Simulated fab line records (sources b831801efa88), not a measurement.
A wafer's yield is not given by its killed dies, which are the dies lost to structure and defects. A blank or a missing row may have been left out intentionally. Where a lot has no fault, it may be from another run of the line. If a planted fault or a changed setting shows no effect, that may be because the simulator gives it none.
fab line records	flow sky130
[record] lots = 11	wafers = 33	last-day = 50
route steps=708 shown FIELD_ISO@18 VT_ADJUST_HVTR@138 VT_ADJUST_PCH@153
lots with no fault: from the same line, run without faults
start-h: start of the lot's first displayed wafer, in hours after the record's first day	wait-h: how many hours have passed since the lot's step before this one	" repeats the value in the row above	L1.1+2: one row covering several wafers at once	- no value, or no start was given	* or withheld: withheld	< > ~ a bound
route shown NAME@n: a module of which the file shows steps, and the number in the route of the first	usual: the fault-free wafers' mean and standard deviation	same: alike in all rows	chamber/n: place in a boat	sites: each site's reading	_std_site: standard deviation across them	_edge_site: mean of outer sites minus mean of inner sites	radius-mm: for every site, how far away it sits from the centre of the wafer	mask NAME#n: copy n	behind: the tool/chamber that last shaped the wafer	hold: why the lot went on hold/how many hours it stayed there/how the hold came to an end	device: the transistor (n, p or np) that didn't switch	end of line: the tests these same wafers got at the end of their route	where a step has no rows: the recipe by itself	killed: dies lost to structure and defects at the first sort, not the wafer's yield	map: per-die view of a wafer (x killed, . not killed, _ where there is no die)
set.NAME: the setting as run; set.NAME@STEP: as run at that earlier step	model.NAME: the simulator's own value behind a step, which no gauge read
steps of the route over a sample of lots; a table a step, a row a wafer
services: a tool's chamber out of use, with start hour (start-h, from the record's first day; less than 0 if before it), hours out, and reason
[[steps]]
[step SKY_FIELD_ISO_ETCH_17]
[recipe] target-depth-a = 3420	mask-material = Si3N4	chemistry = HBr/Cl2/O2	target = Si	taper-deg = 5	icp-w = 600	bias-w = 150	pressure-mtorr = 15	HBr_flow_sccm = 150	Cl2_flow_sccm = 40	O2_flow_sccm = 6	time-s = 97.7
[usual] O2_flow_sccm = 6.002/0.017	drypump-motor-current-A = 5.5/0.5	oes-product-au = 0.998/0.0094	throttle-valve-pct = 25.658/0.01
lot.wafer	tool	chamber	start-h	wait-h	O2_flow_sccm	drypump-motor-current-A	oes-product-au	rf-hours-counter-h	throttle-valve-pct
L338.3	rie-si-02	3	36.74	0.0	6.005	5.8	0.977	15	25.672
L338.4	"	0	"	"	6.024	5.8	0.995	71	25.661
L338.5	"	2	"	"	5.976	5.2	1.000	-	25.655
L339.1	rie-si-01	1	39.55	0.1	6.016	6.5	1.001	153	25.670
L339.3	"	3	"	"	6.011	4.9	0.991	51	25.666
L339.5	"	0	"	"	6.006	5.0	0.995	-	25.652
L341.2	rie-si-02	1	53.13	0.1	5.992	5.8	1.002	97	25.637
L341.3	"	0	"	"	5.991	5.8	0.997	71	25.661
L341.4	"	2	"	"	6.011	5.2	1.004	87	25.664
L344.2	rie-si-01	0	65.58	0.1	6.008	5.0	0.991	97	25.657
L344.3	"	2	"	"	6.041	5.7	0.991	2	25.660
L344.4	"	3	"	"	5.979	4.8	0.990	52	25.660
L345.2	rie-si-01	2	69.58	0.1	6.005	5.6	0.986	2	25.688
L345.4	"	2	"	"	6.001	5.6	0.993	-	25.664
L345.5	"	2	"	"	5.993	5.6	0.987	-	25.664
L347.3	rie-si-02	0	81.08	0.0	6.009	5.8	0.997	71	25.662
L347.4	"	2	"	"	5.976	5.2	1.018	87	25.654
L347.6	"	1	"	"	5.987	5.8	0.999	-	25.651
L348.3	rie-si-02	3	89.30	0.0	5.978	5.9	0.974	16	25.669
L348.5	"	3	"	"	5.966	5.9	0.983	-	25.674
L348.6	"	0	"	"	5.998	5.8	0.980	-	25.662
L349.1	rie-si-01	3	92.93	0.1	5.996	4.8	1.003	52	25.643
L349.4	"	1	"	"	5.997	6.5	0.999	0	25.660
L349.5	"	3	"	"	5.954	4.8	0.996	-	25.646
L351.3	rie-si-01	1	103.25	0.0	6.017	6.5	0.992	0	25.668
L351.4	"	3	"	"	5.983	4.8	0.998	52	25.656
L351.6	"	0	"	"	5.959	5.0	1.002	-	25.649
L357.1	rie-si-02	2	134.10	0.1	6.025	5.2	1.015	88	25.657
L357.2	"	1	"	"	5.986	5.7	1.011	98	25.634
L357.4	"	3	"	"	5.998	5.8	0.992	-	25.658
L358.1	rie-si-02	2	139.03	0.1	5.996	5.2	1.018	88	25.653
L358.5	"	3	"	"	6.011	5.8	0.985	-	25.675
L358.6	"	2	"	"	5.969	5.2	1.007	-	25.651
[step SKY_FIELD_ISO_OXIDATION_22]
[recipe] temp-c = 950	ambient = O2	stabilise-s = 600	purge-s = 300	target-thk-a = 100	ox-time-s = 623
[usual] spike-tc-bottom-C = 965.9/1	spike-tc-centre-C = 950.8/1.1	spike-tc-lower-C = 950.6/1.1	spike-tc-top-C = 962.7/1.4	spike-tc-upper-C = 949.0/0.97	tube-center-temp-C = 949.99/0.083	tube_center_temp_C_max = 952.5/0.41	zone-power-lower-pct = 19.7/0.87	zone-power-top-pct = 36.8/0.48
[same] ox-time-s = 623
lot.wafer	tool	chamber	start-h	wait-h	spike-tc-bottom-C	spike-tc-centre-C	spike-tc-lower-C	spike-tc-top-C	spike-tc-upper-C	tube-center-temp-C	tube_center_temp_C_max	zone-power-lower-pct	zone-power-top-pct
L338.3	furnace-01	0	37.10	0.0	965.1	949.9	949.5	964.6	948.2	950.05	952.8	19.2	36.5
L338.4	"	0	"	"	965.4	952.0	949.9	964.1	948.9	949.99	952.4	18.8	36.4
L338.5	"	0	"	"	966.0	949.9	950.0	963.0	949.0	949.99	952.6	18.9	36.1
L339.1	furnace-02	0	40.41	0.5	965.5	949.4	950.6	960.5	947.9	950.07	952.4	20.0	37.2
L339.3	"	0	"	"	965.0	952.2	950.5	962.3	949.1	949.93	952.0	20.6	37.0
L339.5	"	0	"	"	964.5	949.4	950.8	961.7	949.2	950.29	953.1	20.8	37.3
L341.2	furnace-01	0	53.47	0.0	966.4	952.0	948.2	961.9	949.5	949.96	952.6	18.8	36.5
L341.3	"	0	"	"	965.6	950.5	949.7	964.8	950.0	950.15	951.7	19.1	36.4
L341.4	"	0	"	"	965.4	950.2	950.8	962.8	948.8	949.97	953.0	18.7	36.2
L344.2	furnace-02	0	68.92	2.9	965.0	953.3	949.0	961.8	949.1	949.98	952.9	20.6	36.6
L344.3	"	0	"	"	965.1	949.3	952.0	963.9	949.0	949.99	953.6	20.8	37.2
L344.4	"	0	"	"	966.9	951.7	951.7	961.1	949.8	949.98	952.8	20.9	37.1
L345.2	furnace-02	0	71.49	1.5	967.4	949.6	952.0	962.2	950.6	950.04	952.2	20.5	37.4
L345.4	"	0	"	"	966.7	949.7	949.4	960.9	949.0	950.01	953.3	20.7	36.6
L345.5	"	0	"	"	965.0	949.1	951.2	962.3	949.7	950.16	952.2	20.8	37.4
L347.3	furnace-01	0	81.44	0.0	965.9	950.1	949.4	964.0	947.7	949.85	952.3	18.7	36.8
L347.4	"	0	"	"	967.3	952.6	948.6	963.5	949.6	949.79	952.7	19.0	36.6
L347.6	"	0	"	"	966.1	949.0	950.8	963.9	949.3	949.94	952.3	18.8	36.4
L348.3	furnace-01	0	89.64	0.0	965.8	950.5	951.5	963.5	948.8	949.97	952.7	19.2	36.4
L348.5	"	0	"	"	967.2	950.6	948.5	962.1	949.9	950.03	952.4	18.9	36.6
L348.6	"	0	"	"	965.5	950.4	950.7	960.6	948.3	950.09	952.5	18.8	36.5
L349.1	furnace-02	0	94.66	1.4	964.9	949.3	952.0	963.0	949.9	950.06	951.9	20.5	37.4
L349.4	"	0	"	"	965.3	951.8	951.5	962.2	949.3	949.99	952.5	20.1	37.5
L349.5	"	0	"	"	964.4	951.1	949.7	961.1	949.4	950.04	952.4	20.8	36.5
L351.3	furnace-02	0	103.65	0.0	966.3	951.6	949.1	959.0	949.4	949.97	951.8	20.6	37.7
L351.4	"	0	"	"	966.2	950.9	951.4	962.7	947.7	950.03	952.6	20.4	37.5
L351.6	"	0	"	"	963.9	950.8	950.3	961.7	949.9	949.94	952.4	20.5	36.8
L357.1	furnace-02	0	134.57	0.1	1008.7	991.9	991.7	1004.6	990.2	993.1	995.5	22.6	40.7
L357.2	"	0	"	"	1008.0	993.2	992.4	1004.9	990.7	992.91	995.2	22.6	40.0
L357.4	"	0	"	"	1010.3	993.9	993.6	1005.2	990.8	992.95	995.0	22.6	39.6
L358.1	furnace-02	0	140.69	1.3	1007.9	994.6	994.4	1003.6	994.3	992.98	995.6	22.8	40.2
L358.5	"	0	"	"	1006.4	992.9	994.0	1004.6	990.8	992.98	995.9	22.8	40.2
L358.6	"	0	"	"	1007.0	994.2	993.6	1004.8	992.2	993.01	994.8	22.6	40.4
[step SKY_FIELD_ISO_THK_MEAS_23]
[recipe] reads = SiO2_of_FIELD_ISO_OXIDATION_22
[usual] FIELD_ISO_OXIDATION_01_THK = 9.91/0.19
lot.wafer	tool	chamber	start-h	wait-h	hold	FIELD_ISO_OXIDATION_01_THK[nm]
L338.3	film-metro-02	-	38.29	0.0	-	10.18
L338.4	"	-	"	"	-	10.10
L338.5	"	-	"	"	-	10.25
L339.1	film-metro-01	-	41.58	0.0	-	9.99
L339.3	"	-	"	"	-	10.06
L339.5	"	-	"	"	-	9.89
L341.2	film-metro-02	-	54.65	0.0	-	9.74
L341.3	"	-	"	"	-	9.81
L341.4	"	-	"	"	-	9.87
L344.2	film-metro-02	-	70.10	0.0	-	10.14
L344.3	"	-	"	"	-	10.05
L344.4	"	-	"	"	-	10.00
L345.2	film-metro-02	-	72.67	0.0	-	10.13
L345.4	"	-	"	"	-	10.23
L345.5	"	-	"	"	-	10.26
L347.3	film-metro-04	-	82.63	0.0	-	9.71
L347.4	"	-	"	"	-	9.68
L347.6	"	-	"	"	-	9.83
L348.3	film-metro-01	-	90.84	0.0	-	9.91
L348.5	"	-	"	"	-	9.78
L348.6	"	-	"	"	-	9.88
L349.1	film-metro-04	-	95.84	0.0	-	9.63
L349.4	"	-	"	"	-	9.72
L349.5	"	-	"	"	-	9.63
L351.3	film-metro-01	-	104.85	0.0	-	9.61
L351.4	"	-	"	"	-	9.67
L351.6	"	-	"	"	-	9.65
L357.1	film-metro-04	-	135.75	0.0	await-dispo/0.2h/release	16.51
L357.2	"	-	"	"	await-dispo/0.2h/release	16.63
L357.4	"	-	"	"	await-dispo/0.2h/release	16.46
L357.1	film-metro-04	-	135.97	0.2	-	16.43
L357.2	"	-	"	"	-	16.57
L357.4	"	-	"	"	-	16.54
L358.1	film-metro-01	-	141.86	0.0	await-dispo/0.2h/release	16.69
L358.5	"	-	"	"	await-dispo/0.2h/release	16.57
L358.6	"	-	"	"	await-dispo/0.2h/release	16.67
L358.1	film-metro-01	-	142.09	0.2	-	16.67
L358.5	"	-	"	"	-	16.58
L358.6	"	-	"	"	-	16.62
[step SKY_VT_ADJUST_HVTR_CD_MEAS_07]
[recipe] target-cd-nm = 380
[usual] cd-nm = 380.4/2.7
lot.wafer	tool	chamber	start-h	wait-h	cd-nm
L338.3	cd-sem-01	-	212.45	0.1	381.0
L338.4	"	-	"	"	380.4
L338.5	"	-	"	"	380.1
L339.1	cd-sem-01	-	220.26	0.1	381.1
L339.3	"	-	"	"	379.1
L339.5	"	-	"	"	379.0
L341.2	cd-sem-02	-	233.90	0.1	379.2
L341.3	"	-	"	"	382.4
L341.4	"	-	"	"	379.7
L344.2	cd-sem-02	-	261.25	0.1	379.4
L344.3	"	-	"	"	376.1
L344.4	"	-	"	"	377.9
L345.2	cd-sem-02	-	262.22	0.1	377.2
L345.4	"	-	"	"	376.9
L345.5	"	-	"	"	375.4
L347.3	cd-sem-02	-	276.04	0.1	380.7
L347.4	"	-	"	"	379.1
L347.6	"	-	"	"	382.8
L348.3	cd-sem-02	-	288.52	0.1	380.4
L348.5	"	-	"	"	381.7
L348.6	"	-	"	"	379.4
L349.1	cd-sem-01	-	295.28	0.1	381.1
L349.4	"	-	"	"	383.1
L349.5	"	-	"	"	382.0
L351.3	cd-sem-01	-	308.15	0.1	379.1
L351.4	"	-	"	"	380.4
L351.6	"	-	"	"	383.3
L357.1	cd-sem-01	-	349.31	0.1	383.5
L357.2	"	-	"	"	382.6
L357.4	"	-	"	"	385.4
L358.1	cd-sem-02	-	360.78	0.1	390.1
L358.5	"	-	"	"	385.0
L358.6	"	-	"	"	385.9
[step SKY_VT_ADJUST_PCH_TW_MEAS_10]
[usual] VT_ADJUST_PCH_TW = 142.3/1.2
lot.wafer	tool	chamber	start-h	wait-h	VT_ADJUST_PCH_TW
L338.3	film-metro-03	-	236.67	0.1	142.5
L338.4	"	-	"	"	141.9
L338.5	"	-	"	"	142.0
L339.1	film-metro-02	-	243.60	0.1	145.3
L339.3	"	-	"	"	145.1
L339.5	"	-	"	"	144.6
L341.2	film-metro-03	-	257.91	0.1	140.9
L341.3	"	-	"	"	140.9
L341.4	"	-	"	"	141.2
L344.2	film-metro-03	-	285.83	0.1	142.4
L344.3	"	-	"	"	141.4
L344.4	"	-	"	"	141.4
L345.2	film-metro-03	-	286.02	0.1	141.8
L345.4	"	-	"	"	140.8
L345.5	"	-	"	"	141.6
L347.3	film-metro-03	-	301.62	0.1	141.8
L347.4	"	-	"	"	141.3
L347.6	"	-	"	"	142.9
L348.3	film-metro-01	-	314.27	0.1	141.7
L348.5	"	-	"	"	142.4
L348.6	"	-	"	"	142.6
L349.1	film-metro-02	-	320.02	0.1	143.9
L349.4	"	-	"	"	144.4
L349.5	"	-	"	"	144.7
L351.3	film-metro-01	-	333.39	0.1	142.3
L351.4	"	-	"	"	142.1
L351.6	"	-	"	"	142.3
L357.1	film-metro-02	-	377.17	0.1	142.9
L357.2	"	-	"	"	143.8
L357.4	"	-	"	"	143.1
L358.1	film-metro-01	-	389.65	0.1	141.7
L358.5	"	-	"	"	141.5
L358.6	"	-	"	"	141.7
[[services]]
tool	chamber	start-h	hours	kind
rie-si-01	1	69.10	-	clean
rie-si-01	1	69.10	20.7	scheduled-down
rie-si-01	1	69.10	20.7	vent-cycle
rie-si-01	3	69.27	2.1	repair
rie-si-02	-	70.25	0.7	repair
rie-si-02	-	92.65	0.1	repair
rie-si-01	0	115.69	10.9	repair
furnace-02	-	119.15	3.5	pm
rie-si-02	0	123.21	25.6	repair
furnace-02	-	135.75	3.4	pm
[[key]]
[first-sign] step = SKY_FIELD_ISO_OXIDATION_22	reading = tube-center-temp-C	direction = up	sigmas = 99+	usual = *	struck = *
[effect] step = SKY_FIELD_ISO_OXIDATION_22	reading = tube_center_temp_C_max	direction = up	sigmas = 99+	usual = *	struck = *
[effect] step = SKY_FIELD_ISO_THK_MEAS_23	reading = visit	direction = added
[effect] step = SKY_FIELD_ISO_THK_MEAS_23	reading = FIELD_ISO_OXIDATION_01_THK	direction = up	sigmas = 34	usual = 9.91	struck = 16.59
met-at SKY_FIELD_ISO_OXIDATION_22
struck-lots L357,L358
tester-left-out L357,L358
not-acting-at SKY_FIELD_ISO_ETCH_17,SKY_VT_ADJUST_HVTR_CD_MEAS_07,SKY_VT_ADJUST_PCH_TW_MEAS_10
onset-between 103.65 134.57
[fault] kind = process-parameter-drift	tool = furnace-02	chamber = -	onset-h = 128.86	steps = SKY_FIELD_ISO_OXIDATION_22	channel = temp-c	offset = *	shape = step	end-h = 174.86	acts-in = *	stated = *
// tester-left-out: of these lots the tester's yield and bins aren't shown, on N5 and GAA mostly nor the transistor test; their killed dies are dies lost to structure and defects alone, not to doping, threshold or leakage, so they don't give the yield
